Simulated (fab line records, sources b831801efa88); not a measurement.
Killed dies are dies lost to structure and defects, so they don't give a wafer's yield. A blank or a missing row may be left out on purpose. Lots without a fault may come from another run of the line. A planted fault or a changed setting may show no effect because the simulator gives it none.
Which tool did it? | flow gf180mcu | 13 lots, 39 wafers sampled, at 3 steps of a route of 602

WHAT THE GAUGES READ, wafer by wafer
GF_CONTACT_RS_MEAS_25: measures by four-point-probe.
lot  | measured     | on            | CONTACT_W_RS (ohm/sq)
L829 | day 15 23:26 | film_metro-03 | 0.382 0.379 0.379
L830 | day 16 10:17 | film_metro-03 | 0.386 0.381 0.380
L831 | day 16 17:04 | film_metro-03 | 0.391 0.387 0.379
L832 | day 16 23:39 | film_metro-04 | 0.388 0.376 0.389
L836 | day 18 20:03 | film_metro-02 | 0.377 0.379 0.379
L837 | day 19 17:10 | film_metro-02 | 0.378 0.378 0.378
L839 | day 20 00:46 | film_metro-03 | 0.381 0.381 0.390
L842 | day 21 08:37 | film_metro-03 | 0.388 0.390 0.381
L845 | day 22 05:17 | film_metro-04 | 0.385 0.376 0.378
L846 | day 22 14:34 | film_metro-04 | 0.381 0.374 0.380
L847 | day 22 23:31 | film_metro-03 | 0.387 0.391 0.394
L849 | day 23 08:09 | film_metro-02 | 0.378 0.376 0.384
L851 | day 23 20:57 | film_metro-02 | 0.382 0.385 0.377

WHICH TOOL RAN EACH LOT (tool, then ch and the chambers of the sampled wafers, then the start)
lot  | GF_CONTACT_ETCH_16                 | GF_CONTACT_STRIP_18
L829 | rie_diel-04 ch 0,1,3, day 15 22:44 | plasma_asher-02 ch 0,1, day 15 22:55
L830 | rie_diel-04 ch 0,2,3, day 16 09:29 | plasma_asher-03 ch 0,1, day 16 09:39
L831 | rie_diel-03 ch 0,1, day 16 16:23   | plasma_asher-03 ch 0,1, day 16 16:34
L832 | rie_diel-01 ch 0,2,3, day 16 22:59 | plasma_asher-03 ch 0,1, day 16 23:09
L836 | rie_diel-01 ch 0,3, day 18 19:23   | plasma_asher-01 ch 0,1, day 18 19:34
L837 | rie_diel-01 ch 0,1, day 19 16:29   | plasma_asher-02 ch 0,1, day 19 16:38
L839 | rie_diel-04 ch 0,3, day 20 00:06   | plasma_asher-01 ch 1, day 20 00:16
L842 | rie_diel-01 ch 0,3, day 21 07:56   | plasma_asher-03 ch 0,1, day 21 08:07
L845 | rie_diel-01 ch 1,2, day 22 04:35   | plasma_asher-01 ch 0,1, day 22 04:47
L846 | rie_diel-01 ch 0,3, day 22 13:50   | plasma_asher-03 ch 0,1, day 22 14:02
L847 | rie_diel-01 ch 0,1,3, day 22 22:44 | plasma_asher-03 ch 0,1, day 22 22:55
L849 | rie_diel-04 ch 0,1,3, day 23 07:26 | plasma_asher-03 ch 0,1, day 23 07:37
L851 | rie_diel-04 ch 0,1,3, day 23 20:11 | plasma_asher-02 ch 0,1, day 23 20:20
- GF_CONTACT_ETCH_16: etches BARC in N2/H2.
- GF_CONTACT_STRIP_18: strips in O2/N2.

WHAT THE TOOLS THEMSELVES READ (means of the sampled wafers that have a number; where no wafer has one, the mark that the record gives instead)
GF_CONTACT_ETCH_16.
lot  | tool        | drypump_motor_current_A (A) | oes_product_au (a.u.) | throttle_valve_pct (%)
L829 | rie_diel-04 | 5.9                         | 0.853                 | 13.224
L830 | rie_diel-04 | 6.1                         | 0.849                 | 13.222
L831 | rie_diel-03 | 5.4                         | 0.856                 | 13.223
L832 | rie_diel-01 | 5.3                         | 0.857                 | 13.219
L836 | rie_diel-01 | 5.4                         | 0.852                 | 13.220
L837 | rie_diel-01 | 5.3                         | 0.857                 | 13.223
L839 | rie_diel-04 | 5.9                         | 0.855                 | 13.222
L842 | rie_diel-01 | 5.3                         | 0.853                 | 13.226
L845 | rie_diel-01 | 5.4                         | 0.855                 | 13.230
L846 | rie_diel-01 | 5.3                         | 0.855                 | 13.217
L847 | rie_diel-01 | 5.3                         | 0.857                 | 13.231
L849 | rie_diel-04 | 5.9                         | 0.855                 | 13.217
L851 | rie_diel-04 | 5.9                         | 0.858                 | 13.226

GF_CONTACT_STRIP_18.
lot  | tool            | drypump_motor_current_A (A) | heater_power_w (W) | oes_product_au (a.u.)
L829 | plasma_asher-02 | 5.3                         | 319                | 0.576
L830 | plasma_asher-03 | 5.0                         | 370                | 0.583
L831 | plasma_asher-03 | 5.1                         | 374                | 0.576
L832 | plasma_asher-03 | 5.0                         | 353                | 0.579
L836 | plasma_asher-01 | 5.7                         | 349                | 0.579
L837 | plasma_asher-02 | 5.5                         | 327                | 0.575
L839 | plasma_asher-01 | 6.1                         | 355                | 0.577
L842 | plasma_asher-03 | 5.0                         | 373                | 0.578
L845 | plasma_asher-01 | 5.3                         | 339                | 0.580
L846 | plasma_asher-03 | 5.0                         | 357                | 0.579
L847 | plasma_asher-03 | 5.0                         | 348                | 0.581
L849 | plasma_asher-03 | 5.1                         | 373                | 0.583
L851 | plasma_asher-02 | 5.5                         | 331                | 0.575

THE ANSWER, worked out from the rows above alone
Rule: what is usual is taken from the lots themselves. Put in order of their means at a reading, lots are off if they are a third of the lots or fewer, leave a main group of 4 or more, and stand apart from it by a gap of 3 or more times the standard deviation of the main group's means; of several such gaps the widest counts. A main group whose means are all the same, to the digits that the tables above print for the reading, isn't used. A lot without any number at a reading at which 4 lots or more have one is off too. The other lots that the step has rows for count as sound. The gauges are gone through in route order, then the tools' own readings, and for those a lot's mean is taken as printed above. The first step at which some lot is off is used, and at that step the reading that is off furthest; a lot without a number counts as furthest.
No lot is off at any reading shown: from this, nothing can be told.

WHAT THE SIMULATOR HAD PUT IN
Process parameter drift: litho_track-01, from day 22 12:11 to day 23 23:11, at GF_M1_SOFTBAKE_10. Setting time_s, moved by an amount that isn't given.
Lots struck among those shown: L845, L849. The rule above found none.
